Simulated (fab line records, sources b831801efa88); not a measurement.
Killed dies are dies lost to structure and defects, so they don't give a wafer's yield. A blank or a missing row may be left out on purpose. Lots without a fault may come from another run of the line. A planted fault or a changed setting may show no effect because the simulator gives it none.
A struck lot beside a sound one | flow sky130 | 19 steps out of a route of 708
Sound: wafers L586.1, L586.5, L586.6. Struck: wafer L590.3. (L590.4, L590.5 of the same lot were not struck and are left out.) The cause comes at the end.
At each step with rows: each side's tool, then ch and its chambers, then its first start. Under that, the readings that differ: sound wafers | struck wafers | difference of the means | sigmas: that difference in standard deviations of wafers without a fault.
alike: readings whose means differ by less than 2 such deviations, and words and numbers that are the same on both sides. not compared: withheld readings, readings that some wafer has no value for, bounds like >300 that may hide the same value, and numbers for which the record gives no deviation and whose values overlap.
The two part at a step that has a row with sigmas, a row that says differs or no value, or rows on one side only. Numbers that don't overlap but have no deviation are shown without sigmas and don't part them. A reading that every wafer of one side lacks parts them only if that side has two wafers or more.

SKY_METAL4_STRIP_19: strips in O2/N2.
  sound on plasma_asher-02 ch 0,1, day 43 05:03; struck on plasma_asher-02 ch 0, day 43 13:56
  alike: drypump_motor_current_A, oes_product_au, strip_time_to_endpoint_s
  not compared: rf_hours_counter_h
then, 4 steps without rows for these wafers: SKY_METAL4_STRIP_20 (strips in post etch residue remover, time 1200 s); SKY_METAL4_CLEAN_21 (cleans in IPA, time 180 s); SKY_METAL4_CLEAN_22 (cleans in O3/DIW); SKY_VIA4_HDPCVD_00 (deposits SiO2, target thk 1750 nm, time 291.7 s).
SKY_VIA4_THK_MEAS_01:
  sound on film_metro-03, day 43 05:52; struck on film_metro-03, day 43 14:49
  alike: VIA4_HDPCVD_THK
SKY_VIA4_CMP_02: polishes SiO2.
  sound on cmp-01 ch 0,1,2, day 43 06:05; struck on cmp-01 ch 2, day 43 14:51
  alike: motor_current_A
SKY_VIA4_BOW_MEAS_03:
  sound on film_metro-02, day 43 06:14; struck on film_metro-04, day 43 15:11
  alike: VIA4_BOW
then, 4 steps without rows for these wafers: SKY_VIA4_DEHYDRATE_04 (time 60 s); SKY_VIA4_HMDS_05 (prime time 60 s); SKY_VIA4_COAT_06 (resist thk 1140 nm); SKY_VIA4_SOFTBAKE_07 (time 60 s).
SKY_VIA4_EXPOSE_08: exposes mask VIM4, target cd 800 nm.
  sound on iline_stepper-02 ch 0, day 43 17:30; struck on iline_stepper-01 ch 0, day 44 03:12
  alike: mask, exposure_dose_mJ_cm2
then, 2 steps without rows for these wafers: SKY_VIA4_PEB_09; SKY_VIA4_DEVELOP_10 (develop time 60 s).
SKY_VIA4_OVL_MEAS_11:
  sound on overlay-02, day 44 04:37; struck on overlay-02, day 44 13:55
  alike: VIA4_OVL
SKY_VIA4_ETCH_12: etches SiO2 in C4F8/O2/Ar, stops on TiN, target depth 580 nm.
  sound on rie_diel-02 ch 0,1,2, day 44 04:38; struck on rie_diel-03 ch 0, day 44 13:56
  reading               | sound           | struck | difference | sigmas
  model.VIA4.cd_nm (nm) | 802.1 798.8 798 | 848    | +48        |
  alike: oes_product_au
SKY_VIA4_STRIP_13: strips in O2/N2.
  sound on plasma_asher-02 ch 0,1, day 44 04:43; struck on plasma_asher-03 ch 0, day 44 14:02
  alike: drypump_motor_current_A, oes_product_au, strip_time_to_endpoint_s
  not compared: rf_hours_counter_h
-- the record jumps here: 3 days lie between the struck wafers' starts before and after (it left off in module VIA4 and takes up again in module PAD_OPEN, whose first step shown is number 708 of the route) --
SKY_PAD_OPEN_PROBE_99:
  sound on prober-01, day 47 00:44; struck on prober-02, day 47 10:35
  reading                       | sound                | struck | difference | sigmas
  sort_bin_3_pad_short (%)      | 0.2 0.6 0            | 1.6    | +1.3       | +3
  model.etest.via4_chain.rc_ohm | 0.7917 0.7798 0.7888 | 0.6888 | -0.0980    |
  alike: defect_limited_yield, killed_at_M0_to_M3, killed_at_M4_up, killed_at_contacts, killed_at_front_end, killed_at_other, killed_dies, killed_on_rim, killed_open, killed_short, sort_bin_5_function, sort_bin_6_memory, sort_n_pass, sort_yield_pct

WHERE THEY PART
Only at SKY_PAD_OPEN_PROBE_99, within this record.

WHY: what the simulator had put in
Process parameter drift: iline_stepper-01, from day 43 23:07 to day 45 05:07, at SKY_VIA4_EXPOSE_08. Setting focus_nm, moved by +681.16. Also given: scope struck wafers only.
